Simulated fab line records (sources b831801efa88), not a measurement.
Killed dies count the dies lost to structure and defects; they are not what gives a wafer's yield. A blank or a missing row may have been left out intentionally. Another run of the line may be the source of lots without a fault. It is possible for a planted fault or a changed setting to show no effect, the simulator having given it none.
Chamber matching :: flow sky130 :: SKY_FIELD_ISO_ETCH_17 on rie si-01: 4 sister chambers
The step etches Si in HBr/Cl2/O2, target depth 342 nm, time 97.7 s. 14 wafers are shown with their chamber, then 7 later ones without.

## WAFERS WITH THEIR CHAMBER
wafer: L816.1
chamber: 2
drypump motor current A (A): 5.3
oes product au (a.u.): 0.998
throttle valve pct (%): 25.668

wafer: L816.5
chamber: 0
drypump motor current A (A): 5.2
oes product au (a.u.): 0.998
throttle valve pct (%): 25.650

wafer: L816.6
chamber: 1
drypump motor current A (A): 6.4
oes product au (a.u.): 0.994
throttle valve pct (%): 25.663

wafer: L817.3
chamber: 3
drypump motor current A (A): 5.8
oes product au (a.u.): 0.991
throttle valve pct (%): 25.670

wafer: L817.5
chamber: 1
drypump motor current A (A): 6.4
oes product au (a.u.): 1.000
throttle valve pct (%): 25.662

wafer: L817.6
chamber: 0
drypump motor current A (A): 5.1
oes product au (a.u.): 0.996
throttle valve pct (%): 25.659

wafer: L823.3
chamber: 1
drypump motor current A (A): 6.4
oes product au (a.u.): 0.996
throttle valve pct (%): 25.660

wafer: L823.4
chamber: 3
drypump motor current A (A): 5.8
oes product au (a.u.): 0.987
throttle valve pct (%): 25.658

wafer: L823.6
chamber: 1
drypump motor current A (A): 6.4
oes product au (a.u.): 0.990
throttle valve pct (%): 25.651

wafer: L826.1
chamber: 1
drypump motor current A (A): 6.4
oes product au (a.u.): 1.004
throttle valve pct (%): 25.656

wafer: L826.2
chamber: 0
drypump motor current A (A): 5.2
oes product au (a.u.): 0.991
throttle valve pct (%): 25.656

wafer: L826.4
chamber: 3
drypump motor current A (A): 5.8
oes product au (a.u.): 0.982
throttle valve pct (%): 25.682

wafer: L832.1
chamber: 3
drypump motor current A (A): 5.8
oes product au (a.u.): 0.987
throttle valve pct (%): 25.654

wafer: L832.5
chamber: 0
drypump motor current A (A): 5.2
oes product au (a.u.): 0.991
throttle valve pct (%): 25.658

SIGNATURES (means of the wafers above)
reading: drypump motor current A
chamber 0: 5.175
chamber 1: 6.400
chamber 2: 5.300
chamber 3: 5.800
scatter within a chamber: 0.0274

reading: oes product au
chamber 0: 0.99400
chamber 1: 0.99680
chamber 2: 0.99800
chamber 3: 0.98675
scatter within a chamber: 0.00442

reading: throttle valve pct
chamber 0: 25.65575
chamber 1: 25.65840
chamber 2: 25.66800
chamber 3: 25.66600
scatter within a chamber: 0.00791
Rule: distance of a wafer from a chamber = root of the sum over the readings of ((wafer's reading minus chamber's mean) / reading's scatter) squared. The wafer belongs to the nearest chamber; if the next one is less than 2 further off, it can't be placed. The scatter: take each reading less its chamber's mean, square it, sum over the shown wafers, divide by the number of wafers less the number of chambers, and take the root.

## WAFERS MISSING THEIR CHAMBER
wafer: L832.6
drypump motor current A (A): 5.8
oes product au (a.u.): 0.999
throttle valve pct (%): 25.650

wafer: L834.1
drypump motor current A (A): 5.1
oes product au (a.u.): 0.994
throttle valve pct (%): 25.646

wafer: L834.5
drypump motor current A (A): 5.2
oes product au (a.u.): 0.994
throttle valve pct (%): 25.662

wafer: L834.6
drypump motor current A (A): 6.4
oes product au (a.u.): 0.998
throttle valve pct (%): 25.650

wafer: L835.2
drypump motor current A (A): 5.2
oes product au (a.u.): 1.003
throttle valve pct (%): 25.662

wafer: L835.5
drypump motor current A (A): 5.3
oes product au (a.u.): 0.982
throttle valve pct (%): 25.652

wafer: L835.6
drypump motor current A (A): 6.4
oes product au (a.u.): 0.991
throttle valve pct (%): 25.654

## CHAMBER TAKEN BY EACH
wafer: L832.6
from the rows above: 3
in truth: 3

wafer: L834.1
from the rows above: 0
in truth: 0

wafer: L834.5
from the rows above: 0
in truth: 0

wafer: L834.6
from the rows above: 1
in truth: 1

wafer: L835.2
from the rows above: can't be placed: 0 or 2
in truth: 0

wafer: L835.5
from the rows above: can't be placed: 2 or 0
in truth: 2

wafer: L835.6
from the rows above: 1
in truth: 1
Correctly placed: 5 of 7. Not placeable from these rows: 2 (in 2, the candidates include the true chamber). Wrongly placed: 0.
